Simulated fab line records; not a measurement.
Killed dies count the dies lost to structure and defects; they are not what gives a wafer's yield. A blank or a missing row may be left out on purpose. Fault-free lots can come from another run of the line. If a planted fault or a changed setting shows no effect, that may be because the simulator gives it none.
One fault through the eyes of 2 desks + flow sky130 + every desk sees just its own numbers, and what lay behind them comes last

== DESK OF THE TOOL OWNER: pvd-sputter-01 ==
At SKY_VIA4_SPUTTER_17 (material TiN, target thk 20 nm, time 80 s) the tool's own readings: per lot run on this tool, the mean of the sampled wafers that have a number. A lot is out of limits, marked OUT, if its mean lies more than 4 standard deviations from the usual mean; the brackets give that distance.
Columns: A = throttle-valve-pct at SKY_VIA4_SPUTTER_17, usual 30.3 %
| lot  | first seen here | A    |
|------|-----------------|------|
| L886 | day 44 06:59    | 29.6 |
| L890 | day 44 22:17    | 30.4 |
| L892 | day 45 05:28    | 29.7 |
| L893 | day 45 13:26    | 29.6 |
| L895 | day 46 01:31    | 29.4 |
| L900 | day 47 08:33    | 29.1 |
This desk found nothing out of limits on any of the 6 lots.

== AT THE METROLOGY DESK ==
Means of the sampled wafers that have a number, per lot and without regard to the tool the lot ran on: this is what the gauges read. A lot is out of limits, marked OUT, if its mean lies more than 4 standard deviations from the usual mean; the brackets give that distance.
Columns: A = VIA1_W_RS at SKY_VIA1_RS_MEAS_22, usual 0.425 ohm/sq; B = VIA1_W_THK at SKY_VIA1_THK_MEAS_23, usual 270 nm; C = PAD_OPEN_BOW at SKY_PAD_OPEN_BOW_MEAS_13, usual 45 um
| lot  | first seen here | A     | B   | C  |
|------|-----------------|-------|-----|----|
| L885 | day 34 16:22    | 0.430 | 270 | 36 |
| L887 | day 35 13:52    | 0.429 | 261 | 53 |
| L886 | day 35 14:58    | 0.429 | 267 | 52 |
| L889 | day 35 20:23    | 0.419 | 268 | 49 |
| L891 | day 36 08:25    | 0.426 | 273 | 39 |
| L890 | day 36 10:40    | 0.420 | 275 | 53 |
| L892 | day 36 19:20    | 0.431 | 268 | 38 |
| L893 | day 37 04:38    | 0.423 | 273 | 45 |
| L895 | day 37 19:29    | 0.424 | 267 | 47 |
| L901 | day 39 07:13    | 0.427 | 266 | 31 |
| L900 | day 39 07:30    | 0.424 | 272 | 51 |
| L902 | day 39 16:05    | 0.419 | 276 | 30 |
| L903 | day 40 02:02    | 0.423 | 274 | 53 |
This desk found nothing out of limits on any of the 13 lots.

== ALL TOGETHER ==
The desk of the tool owner found nothing out of limits.
Nothing out of limits was seen by the metrology desk.

== WHAT THE SIMULATOR PUT IN ==
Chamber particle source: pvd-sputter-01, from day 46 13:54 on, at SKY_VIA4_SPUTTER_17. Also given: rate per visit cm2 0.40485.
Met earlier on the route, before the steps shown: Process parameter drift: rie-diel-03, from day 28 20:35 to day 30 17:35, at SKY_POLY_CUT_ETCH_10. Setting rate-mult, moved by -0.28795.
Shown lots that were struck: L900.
